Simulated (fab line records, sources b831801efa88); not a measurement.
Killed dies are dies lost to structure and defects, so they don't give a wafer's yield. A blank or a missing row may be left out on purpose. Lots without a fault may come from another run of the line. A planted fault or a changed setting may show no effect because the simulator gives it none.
Problem report in the 8D (eight disciplines) form, filled by code | flow sky130 | the parts of the form that need people (team, actions taken, sign-off) are left out

1. THE PROBLEM
NWELL_2_TW at SKY_NWELL_TW_MEAS_26 reads a mean of 475 on 6 wafers of 2 lots; wafers without a fault read 495 with a standard deviation of 3.5. That is -5.8 standard deviations from the usual mean.
First seen on wafer L224.1, day 10 16:00, on film_metro-04. The record holds 33 wafers of 11 lots with a number at this step. Rule for "out", or "out of limits": more than 4 standard deviations from the usual mean. The other wafers with a number count as sound.

2. WHAT IT IS AND WHAT IT IS NOT
question                    | is                     | is not
which readings at this step | NWELL_2_TW             | -
which lots                  | L224, L225             | L203, L204, L207, L208, L211, L213, L215, L217, L221
which wafers of those lots  | all that have a number | -
read on which gauges        | film_metro-04          | film_metro-01, film_metro-02
when                        | from day 10 16:00      | up to then (27 sound wafers)

3. SUSPECTS, AND WHAT RULES EACH OUT
Counting: a tool at a process step up to the reading stays a suspect if it ran every lot that is out and no sound lot after the first of them.
- the gauge at SKY_NWELL_TW_MEAS_26: ruled out. All the wafers that are out were read on film_metro-04, but those of them that SKY_NWELL_IMPLANT_24 has rows for are out there too, on other tools.
- implanter-01 at SKY_NWELL_IMPLANT_24: kept. It ran every lot that is out, first L224 (day 10 15:45), and no sound lot after that; its last sound lot up to then is L221 (day 10 02:59). Its own readings are out on those wafers: beam_on_s, faraday_current_uA.
Left after counting: implanter-01 at SKY_NWELL_IMPLANT_24.

4. THE CAUSE (what the simulator had put in)
Process parameter drift: implanter-01, from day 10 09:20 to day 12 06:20, at SKY_NWELL_IMPLANT_24. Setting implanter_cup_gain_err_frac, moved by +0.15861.
Counting left only this tool.

5. THE CHAIN OF EFFECTS, in route order
Each row: a reading whose mean over the struck wafers that have a number lies more than 3 standard deviations from the usual. Only readings for which the record gives a usual standard deviation are gone through. hours: the time from each lot's start at the first step in this table that gives one to its start at this step, as a median over the lots. sigmas: the change in usual standard deviations.
hours | step                 | reading            | usual   | on struck wafers | change | sigmas
0     | SKY_NWELL_IMPLANT_24 | beam_on_s          | 10.02 s | 8.66             | -1.36  | -6.8
0     | SKY_NWELL_IMPLANT_24 | faraday_current_uA | 51.8    | 59.9             | +8.1   | +8.1
0     | SKY_NWELL_TW_MEAS_26 | NWELL_2_TW         | 495     | 475              | -20    | -5.8
The process steps in it:
- SKY_NWELL_IMPLANT_24
Later measuring or inspecting steps at which every struck wafer that the step has a row for has a number for every such reading, and none has moved that far: SKY_SD_P_OVL_MEAS_08.

6. WHAT WOULD HAVE CAUGHT IT SOONER
In this record the first reading out of limits at a measuring or inspecting step was taken at day 10 16:00, 7 hours after the fault began at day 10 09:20.
The tool's own readings at SKY_NWELL_IMPLANT_24 were out on every struck wafer that the step has a row for (beam_on_s, faraday_current_uA): an alarm limit on them would have fired on the first of those.
Of the lots that are out (2), L225 began SKY_NWELL_IMPLANT_24 on implanter-01 after day 10 16:00. A hold on the tool at that time would have spared it.
